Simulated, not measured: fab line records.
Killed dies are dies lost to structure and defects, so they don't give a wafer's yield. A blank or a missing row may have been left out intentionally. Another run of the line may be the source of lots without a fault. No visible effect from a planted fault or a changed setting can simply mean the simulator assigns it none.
Which tool is to blame? | flow gf180mcu | Sampling: 6 lots, 18 wafers, 2 of 602 route steps

WHAT THE GAUGES SHOWED, per wafer
GF_VT_IMPLANT_RS_MEAS_46: measures by four-point-probe.
lot  | measured     | on           | MVSD_RS (ohm/sq)
L160 | day 7 19:15  | filmMetro-02 | 456.3 456.0 455.3
L162 | day 8 13:09  | filmMetro-03 | 457.1 454.8 456.6
L165 | day 9 07:06  | filmMetro-02 | 469.8 470.8 469.2
L172 | day 11 04:43 | filmMetro-01 | 456.4 457.3 457.3
L179 | day 13 05:22 | filmMetro-02 | 457.4 456.7 457.6
L182 | day 14 06:02 | filmMetro-01 | 453.7 456.0 455.3

WHAT TOOL EACH LOT RAN ON (gives the tool, then ch and the chambers of the sampled wafers, and finally the start)
lot  | GF_MVSD_IMPLANT_08
L160 | implanter-02 ch 0, day 4 15:40
L162 | implanter-02 ch 0, day 5 07:54
L165 | implanter-02 ch 0, day 5 21:10
L172 | implanter-03 ch 0, day 7 13:55
L179 | implanter-02 ch 0, day 9 07:38
L182 | implanter-02 ch 0, day 10 04:18
- GF_MVSD_IMPLANT_08

THE ANSWER, worked out from the rows above alone
Rule: usual is defined by the lots themselves. Put in order of their means at a reading, lots are off if they are a third of the lots or fewer, leave a main group of 4 or more, and stand apart from it by a gap of 3 or more times the standard deviation of the main group's means; of several such gaps the widest counts. Not used: any main group whose means are identical at the precision the tables above print for the reading. A lot without any number at a reading at which 4 lots or more have one is off too. All remaining lots with rows at the step are treated as sound.
Off: at GF_VT_IMPLANT_RS_MEAS_46 (MVSD_RS), L165. The main group has a mean of 456.3 ohm/sq with a standard deviation of 0.81.
A tool fits if, at a process step before that reading, it ran every lot that is off, and no sound lot after the first of them. Those tools and the gauges at GF_VT_IMPLANT_RS_MEAS_46 are tried in the same way. No candidate that was tried fits.

WHAT WAS PUT IN BY THE SIMULATOR
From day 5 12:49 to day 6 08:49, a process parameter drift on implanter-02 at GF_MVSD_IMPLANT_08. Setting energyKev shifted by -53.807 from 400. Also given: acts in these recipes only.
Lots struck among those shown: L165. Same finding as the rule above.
